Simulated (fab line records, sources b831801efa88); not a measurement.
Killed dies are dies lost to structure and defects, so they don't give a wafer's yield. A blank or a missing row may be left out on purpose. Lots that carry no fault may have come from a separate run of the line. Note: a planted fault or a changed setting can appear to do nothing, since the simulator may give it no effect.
What tool caused it? -- flow gf180mcu -- 14 lots, 42 wafers sampled, at 5 steps of a route of 602

WHAT THE GAUGES SHOWED, per wafer
GF_HV_LDD_TW_MEAS_23.
lot,measured,on,HV_LDD_2_TW
L245,day 10 18:44,filmMetro-03,1059 1066 1064
L247,day 11 07:20,filmMetro-04,30 30 31
L248,day 11 14:50,filmMetro-03,30 30 30
L257,day 14 19:21,filmMetro-04,1065 1074 1062
L258,day 15 01:15,filmMetro-03,1072 1072 1071
L259,day 15 05:32,filmMetro-04,1068 1071 1067
L261,day 15 20:28,filmMetro-03,1068 1074 1069
L260,day 16 02:17,filmMetro-04,1063 1059 1059
L262,day 16 06:40,filmMetro-03,1070 1070 1073
L263,day 16 09:02,filmMetro-03,1062 1063 1067
L264,day 16 19:15,filmMetro-04,1065 1061 1059
L265,day 17 01:01,filmMetro-04,1065 1064 1066
L266,day 17 19:51,filmMetro-03,1069 1059 1059
L268,day 18 07:22,filmMetro-04,1069 1077 1075

WHICH TOOL RAN EACH LOT (tool, then ch and the chambers of the sampled wafers, then the start)
lot,GF_VT_IMPLANT_STRIP_20,GF_HV_LDD_STRIP_10,GF_HV_LDD_IMPLANT_21,GF_HV_LDD_STRIP_22
L245,"plasmaAsher-01 ch 0,1, day 6 04:50","plasmaAsher-04 ch 0, day 10 00:52","implanter-03 ch 0, day 10 18:29","plasmaAsher-03 ch 0,1, day 10 18:38"
L247,"plasmaAsher-03 ch 0,1, day 6 16:44","plasmaAsher-02 ch 0,1, day 10 12:56","implanter-02, day 11 07:05","plasmaAsher-02 ch 0,1, day 11 07:14"
L248,"plasmaAsher-01 ch 0,1, day 6 22:26","plasmaAsher-02 ch 0,1, day 10 19:53","implanter-03, day 11 14:35","plasmaAsher-03 ch 0,1, day 11 14:44"
L257,"plasmaAsher-03 ch 0,1, day 9 14:38","plasmaAsher-04 ch 0,1, day 13 22:01","implanter-02 ch 0, day 14 19:07","plasmaAsher-04 ch 0,1, day 14 19:14"
L258,"plasmaAsher-03 ch 0,1, day 9 19:05","plasmaAsher-02 ch 1, day 14 03:43","implanter-02 ch 0, day 15 01:01","plasmaAsher-03 ch 0,1, day 15 01:08"
L259,"plasmaAsher-01 ch 0,1, day 10 01:37","plasmaAsher-03 ch 0,1, day 14 08:02","implanter-03 ch 0, day 15 05:17","plasmaAsher-04 ch 0,1, day 15 05:26"
L261,"plasmaAsher-03 ch 0,1, day 10 12:13","plasmaAsher-04 ch 0,1, day 14 23:08","implanter-02 ch 0, day 15 20:14","plasmaAsher-04 ch 0,1, day 15 20:23"
L260,"plasmaAsher-02 ch 0,1, day 10 12:28","plasmaAsher-03 ch 0,1, day 15 03:34","implanter-02 ch 0, day 16 02:02","plasmaAsher-04 ch 0,1, day 16 02:11"
L262,"plasmaAsher-01 ch 0,1, day 10 19:07","plasmaAsher-02 ch 0,1, day 15 06:59","implanter-03 ch 0, day 16 06:25","plasmaAsher-04 ch 0,1, day 16 06:34"
L263,"plasmaAsher-01 ch 0,1, day 10 22:41","plasmaAsher-04 ch 0,1, day 15 10:38","implanter-04 ch 0, day 16 08:49","plasmaAsher-04 ch 0,1, day 16 08:56"
L264,"plasmaAsher-03 ch 0,1, day 11 05:55","plasmaAsher-02 ch 0,1, day 15 20:41","implanter-04 ch 0, day 16 19:02","plasmaAsher-04 ch 0,1, day 16 19:10"
L265,"plasmaAsher-02 ch 0,1, day 11 11:41","plasmaAsher-03 ch 0,1, day 16 02:23","implanter-03 ch 0, day 17 00:47","plasmaAsher-02 ch 0,1, day 17 00:55"
L266,"plasmaAsher-01 ch 1, day 12 03:43","plasmaAsher-03 ch 1, day 16 21:40","implanter-03 ch 0, day 17 19:37","plasmaAsher-02 ch 0, day 17 19:44"
L268,"plasmaAsher-02 ch 0,1, day 12 15:37","plasmaAsher-03 ch 0,1, day 17 08:34","implanter-04 ch 0, day 18 07:08","plasmaAsher-02 ch 0,1, day 18 07:17"
- GF_VT_IMPLANT_STRIP_20: strips in O2/N2.
- GF_HV_LDD_STRIP_10: strips in O2/N2.
- GF_HV_LDD_IMPLANT_21
- GF_HV_LDD_STRIP_22: strips in O2/N2.

AS READ BY THE TOOLS THEMSELVES (means over the sampled wafers that have a number; for cases with no such wafer, the mark the record gives instead)
GF_VT_IMPLANT_STRIP_20.
lot,tool,drypumpMotorCurrentA (A),heaterPowerW (W),oesProductAu (a.u.),platenTempC (C),stripTimeToEndpointS (s)
L245,plasmaAsher-01,5.6,340,0.714,249.99,12.54
L247,plasmaAsher-03,6.1,321,0.722,249.95,12.58
L248,plasmaAsher-01,5.1,347,0.717,249.89,12.63
L257,plasmaAsher-03,5.8,306,0.716,250.10,12.59
L258,plasmaAsher-03,6.1,325,0.716,250.01,12.57
L259,plasmaAsher-01,5.1,352,0.720,250.03,12.62
L261,plasmaAsher-03,5.8,304,0.715,249.87,12.61
L260,plasmaAsher-02,5.4,348,0.716,250.03,12.52
L262,plasmaAsher-01,5.1,347,0.716,249.98,12.57
L263,plasmaAsher-01,5.1,349,0.715,250.04,12.55
L264,plasmaAsher-03,6.1,329,0.719,250.07,12.56
L265,plasmaAsher-02,5.6,354,0.717,250.15,12.52
L266,plasmaAsher-01,6.0,323,0.719,250.10,12.53
L268,plasmaAsher-02,5.4,343,0.719,249.76,12.58

GF_HV_LDD_STRIP_10.
lot,tool,drypumpMotorCurrentA (A),heaterPowerW (W),oesProductAu (a.u.),platenTempC (C),stripTimeToEndpointS (s)
L245,plasmaAsher-04,5.3,316,0.713,250.03,12.68
L247,plasmaAsher-02,5.6,358,0.716,250.13,12.71
L248,plasmaAsher-02,5.5,346,0.720,249.91,12.69
L257,plasmaAsher-04,5.6,318,0.717,250.07,12.71
L258,plasmaAsher-02,5.7,360,0.716,249.90,12.75
L259,plasmaAsher-03,6.1,325,0.713,249.99,12.71
L261,plasmaAsher-04,5.8,332,0.712,249.95,12.74
L260,plasmaAsher-03,5.8,305,0.718,249.93,12.65
L262,plasmaAsher-02,5.6,354,0.718,249.84,12.73
L263,plasmaAsher-04,5.8,328,0.715,249.95,12.68
L264,plasmaAsher-02,5.6,353,0.717,250.20,12.64
L265,plasmaAsher-03,6.1,322,0.716,250.15,12.70
L266,plasmaAsher-03,6.4,337,0.712,250.09,12.75
L268,plasmaAsher-03,6.1,330,0.714,249.97,12.74

GF_HV_LDD_IMPLANT_21.
lot,tool,beamEnergyKeV,beamOnS (s)
L245,implanter-03,25.001,10.09
L247,implanter-02,-,-
L248,implanter-03,-,-
L257,implanter-02,25.008,10.01
L258,implanter-02,25.014,10.25
L259,implanter-03,24.999,10.06
L261,implanter-02,25.004,9.97
L260,implanter-02,25.007,9.93
L262,implanter-03,25.002,9.85
L263,implanter-04,24.999,9.93
L264,implanter-04,24.991,10.01
L265,implanter-03,25.002,9.92
L266,implanter-03,24.990,9.91
L268,implanter-04,24.991,10.03

GF_HV_LDD_STRIP_22.
lot,tool,drypumpMotorCurrentA (A),heaterPowerW (W),oesProductAu (a.u.),platenTempC (C),stripTimeToEndpointS (s)
L245,plasmaAsher-03,5.8,301,0.715,250.13,12.68
L247,plasmaAsher-02,5.6,352,0.714,250.05,12.62
L248,plasmaAsher-03,5.8,306,0.715,249.88,12.63
L257,plasmaAsher-04,5.6,320,0.714,250.04,12.60
L258,plasmaAsher-03,6.1,329,0.717,250.05,12.65
L259,plasmaAsher-04,5.8,327,0.714,249.97,12.66
L261,plasmaAsher-04,5.6,322,0.715,250.25,12.70
L260,plasmaAsher-04,5.6,320,0.717,250.16,12.62
L262,plasmaAsher-04,5.6,321,0.716,249.99,12.66
L263,plasmaAsher-04,5.6,325,0.718,249.97,12.61
L264,plasmaAsher-04,5.8,331,0.713,249.95,12.59
L265,plasmaAsher-02,5.6,356,0.721,250.24,12.63
L266,plasmaAsher-02,5.4,336,0.716,250.01,12.67
L268,plasmaAsher-02,5.6,352,0.714,250.04,12.62

THE ANSWER, worked out from the rows above alone
Rule: the lots themselves supply what counts as usual. The widest of any qualifying gaps counts: lots, ordered by their means at a reading, are off when they make up no more than a third of the lots, leave a main group of 4 or more, and stand apart from it by 3 or more times the standard deviation of that group's means. The tables above print the reading to a certain number of digits; a main group whose means all agree to those digits is not used. A lot without any number at a reading at which 4 lots or more have one is off too. Where the step has rows for the other lots, those lots are counted as sound. The gauges are gone through in route order, then the tools' own readings, and for those a lot's mean is taken as printed above. At the first step where some lot is off, the reading lying furthest off is the one used; lots without a number count as furthest.
Off: L247, L248, at GF_HV_LDD_TW_MEAS_23 (HV_LDD_2_TW). Main group: mean 1067, sd 4.3.
If a tool, at a process step before that reading, ran all the lots that are off and no sound lot after the first of them, it fits. Not tried: the gauges at GF_HV_LDD_TW_MEAS_23; whatever is off there is also off at GF_HV_LDD_IMPLANT_21, on other tools, and gauge error can't account for it. Not one of the candidates tried fits.

WHAT THE SIMULATOR HAD INSERTED
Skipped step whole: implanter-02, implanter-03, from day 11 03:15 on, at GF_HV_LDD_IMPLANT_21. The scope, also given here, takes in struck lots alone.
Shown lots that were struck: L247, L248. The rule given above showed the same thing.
